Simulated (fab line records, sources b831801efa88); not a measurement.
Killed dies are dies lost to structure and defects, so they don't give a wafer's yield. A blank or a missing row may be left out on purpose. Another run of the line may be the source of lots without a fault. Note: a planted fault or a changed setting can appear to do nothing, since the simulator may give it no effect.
Struck lot and sound lot, side by side ; flow gf180mcu ; 19 steps out of a route of 602
Sound: the wafers L689.1, L689.2, L689.5. Struck: wafers L698.2, L698.3, L698.4. The cause comes at the end.
Per side, at each step with rows, come the tool, then ch with its chambers, and then its first start. Under that, the readings that differ: sound wafers ; struck wafers ; difference of the means ; sigmas: that difference in standard deviations of wafers without a fault.
alike: same words and numbers on both sides, and readings whose means sit less than 2 such deviations apart. not compared: any withheld reading, any reading some wafer has no value for, any bound like >300 that may hide the same value, and any number with overlapping values for which the record gives no deviation.
Wherever a step has rows on one side only, a row that says differs or no value, or a row with sigmas, the two part there. Numbers that don't overlap but have no deviation are shown without sigmas and don't part them. Lack of a reading on every wafer of one side parts them only where that side has two or more wafers.

first, 2 steps without rows for these wafers: GF_V3_CMP_26 (polishes, stops on SiO2, t overpolish 15 s, target thk 0 nm); GF_M4_SPUTTER_00 (material Ti, target thk 37.5 nm, time 150 s).
GF_M4_SPUTTER_01: material TiN, target thk 30 nm, time 25 s.
  sound on pvdSputter-02, day 22 18:15; struck on pvdSputter-02, day 25 21:00
  alike: cathodeDcPowerW, throttleValvePct
GF_M4_SPUTTER_02: material AlCu, target thk 450 nm, time 23.9 s.
  sound on pvdSputter-02, day 22 18:17; struck on pvdSputter-02, day 25 21:02
  alike: cathodeDcPowerW, throttleValvePct
GF_M4_SPUTTER_03: material Ti, target thk 10 nm, time 6.7 s.
  sound on pvdSputter-02, day 22 18:19; struck on pvdSputter-02, day 25 21:04
  alike: cathodeDcPowerW, throttleValvePct
GF_M4_SPUTTER_04: material TiN, target thk 50 nm, time 41.7 s.
  sound on pvdSputter-02, day 22 18:20; struck on pvdSputter-02, day 25 21:05
  alike: cathodeDcPowerW, throttleValvePct
GF_M4_RS_MEAS_05: the measuring method here is four-point-probe.
  sound on filmMetro-04, day 22 18:22; struck on filmMetro-01, day 25 21:08
  alike: M4_ALCU_RS
GF_M4_THK_MEAS_06: measures by xrf.
  sound on filmMetro-04, day 22 18:29; struck on filmMetro-01, day 25 21:15
  alike: M4_ALCU_THK
then, 4 steps without rows for these wafers: GF_M4_DEHYDRATE_07 (time 60 s); GF_M4_HMDS_08 (prime time 60 s); GF_M4_COAT_09 (resist thk 1000 nm); GF_M4_SOFTBAKE_10 (time 60 s).
GF_M4_EXPOSE_11: exposes mask Metal4, target cd 280 nm.
  sound on krfScanner-01 ch 0, day 23 05:42; struck on krfScanner-02 ch 0, day 26 07:25
reading;sound;struck;difference;sigmas
model.M4.overlayXNm (nm);-3.187 -3.187 -3.187;43.24 43.24 43.24;+46.43;
  alike: mask, focusOffsetNm
then, 2 steps without rows for these wafers: GF_M4_PEB_12 (peb time 90 s); GF_M4_DEVELOP_13 (develop time 60 s).
GF_M4_CD_MEAS_14 targets a cd of 280 nm.
  sound on cdSem-01, day 23 17:08; struck on cdSem-01, day 26 17:54
  alike: cdNm
GF_M4_OVL_MEAS_15:
  sound on overlay-02, day 23 17:16; struck on overlay-01, day 26 18:01
reading;sound;struck;difference;sigmas
M4_OVL (nm);5 -6 8;39 40 40;+37;+6
GF_M4_METAL_ETCH_16: etches the open film in Cl2/BCl3, stops on SiO2, target depth 750.8 nm, time 125.1 s.
  sound on rieMetal-03 ch 0,1, day 23 17:18; struck on rieMetal-02 ch 0,1, day 26 18:02
  alike: drypumpMotorCurrentA, oesProductAu, throttleValvePct
  not compared: rfHoursCounterH
GF_PASSIVATION_PROBE_99:
  rows exist in the record for the sound wafers here (prober-02, day 29 07:31), none for the struck ones

WHERE THEY PART
Last at GF_PASSIVATION_PROBE_99 as far as this record goes, first at GF_M4_OVL_MEAS_15.

WHY: what the simulator had put in
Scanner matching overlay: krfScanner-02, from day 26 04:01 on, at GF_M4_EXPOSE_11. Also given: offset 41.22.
